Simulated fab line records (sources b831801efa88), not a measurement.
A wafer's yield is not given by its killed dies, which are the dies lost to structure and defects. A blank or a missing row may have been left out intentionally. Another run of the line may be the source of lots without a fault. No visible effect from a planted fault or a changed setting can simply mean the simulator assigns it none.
A struck lot beside a sound one | flow gf180mcu | 27 out of 602 route steps
Sound: wafers L211.2, L211.4, L211.6. The struck wafers were L218.1, L218.4, L218.6. At the end, the cause is stated.
Order at every step that has rows: each side's tool, ch and its chambers, its first start. Under that, the readings that differ: sound wafers | struck wafers | difference of the means | sigmas: that difference in standard deviations of wafers without a fault.
alike: words and numbers the same on both sides, and readings whose means are apart by under 2 such deviations; not compared: readings that were withheld, readings missing a value for some wafer, numbers with overlapping values and no deviation given by the record, and bounds like >300 which may hide the same value.
The two part at a step that has a row with sigmas, a row that says differs or no value, or rows on one side only. Non-overlapping numbers with no deviation appear without sigmas and do not part them. A reading that every wafer of one side lacks parts them only if that side has two wafers or more.

GF_NWELL_STRIP_10: strips in O2/N2.
  sound on plasma_asher-02 ch 0,1, day 3 22:53; struck on plasma_asher-02 ch 0,1, day 5 08:31
  alike: drypump_motor_current_A, heater_power_w, oes_product_au, strip_time_to_endpoint_s
  not compared: rf_hours_counter_h
GF_NWELL_TW_MEAS_11:
  sound: film_metro-01 at day 3 22:59; struck: film_metro-01 at day 5 08:37
  alike: NWELL_TW
then, 7 steps without rows for these wafers: GF_LVPWELL_DEHYDRATE_00 (time 60 s); GF_LVPWELL_HMDS_01 (prime time 60 s); GF_LVPWELL_COAT_02 (resist thk 3000 nm); GF_LVPWELL_SOFTBAKE_03; GF_LVPWELL_EXPOSE_04 (exposes mask LVPWELL, target cd 600 nm); GF_LVPWELL_PEB_05; GF_LVPWELL_DEVELOP_06 (develop time 60 s).
GF_LVPWELL_OVL_MEAS_07:
  sound: overlay-02 at day 4 11:22; struck: overlay-01 at day 5 22:48
  alike: LVPWELL_OVL
then, 2 steps without rows for these wafers: GF_LVPWELL_IMPLANT_08; GF_LVPWELL_IMPLANT_09.
GF_LVPWELL_STRIP_10: strips in O2/N2.
  sound on plasma_asher-04 ch 1, day 4 11:42; struck on plasma_asher-02 ch 0,1, day 6 01:12
  reading                                   | sound             | struck            | difference                    | sigmas
  oes_product_au (a.u.)                     | 0.722 0.723 0.718 | 0.936 0.950 0.944 | +0.222                        | +52
  strip_time_to_endpoint_s (s)              | 36.94 36.96 36.95 | - - -             | no value on the struck wafers |
  model.coat_of_LVPWELL_COAT_02.thk_nm (nm) | 0 0 0             | 1255 1254 1257    | +1255                         |
  alike: drypump_motor_current_A, heater_power_w
  not compared: rf_hours_counter_h
GF_LVPWELL_TW_MEAS_11:
  sound: film_metro-02 at day 4 11:49; struck: film_metro-01 at day 6 01:18
  alike: LVPWELL_TW
then, 7 steps without rows for these wafers: GF_MVSD_DEHYDRATE_00 (time 60 s); GF_MVSD_HMDS_01 (prime time 60 s); GF_MVSD_COAT_02 (resist thk 3000 nm); GF_MVSD_SOFTBAKE_03; GF_MVSD_EXPOSE_04 (exposes mask MVSD, target cd 1000 nm); GF_MVSD_PEB_05; GF_MVSD_DEVELOP_06 (develop time 60 s).
GF_MVSD_OVL_MEAS_07:
  sound: overlay-02 at day 5 01:51; struck: overlay-01 at day 6 16:11
  alike: MVSD_OVL
then, 2 steps without rows for these wafers: GF_MVSD_IMPLANT_08; GF_MVSD_IMPLANT_09.
GF_MVSD_STRIP_10: strips in O2/N2.
  sound on plasma_asher-04 ch 0,1, day 5 02:11; struck on plasma_asher-01 ch 0,1, day 6 16:31
  reading                      | sound             | struck            | difference | sigmas
  strip_time_to_endpoint_s (s) | 37.00 37.13 37.14 | 55.31 55.22 55.37 | +18.21     | +99 or more
  alike: drypump_motor_current_A, heater_power_w, oes_product_au
  not compared: rf_hours_counter_h
GF_MVSD_TW_MEAS_11:
  sound: film_metro-03 at day 5 02:17; struck: film_metro-03 at day 6 16:37
  reading | sound          | struck   | difference | sigmas
  MVSD_TW | 1564 1569 1565 | 30 30 30 | -1536      | -99 or more
then, 1 step without rows for these wafers: GF_MVPSD_DEHYDRATE_00 (time 60 s).

## WHERE THEY PART
Earliest at GF_LVPWELL_STRIP_10; latest, in this record, at GF_MVSD_TW_MEAS_11.

WHY: whatever the simulator had introduced
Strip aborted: plasma_asher-02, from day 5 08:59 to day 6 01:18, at GF_LVPWELL_STRIP_10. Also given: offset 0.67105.
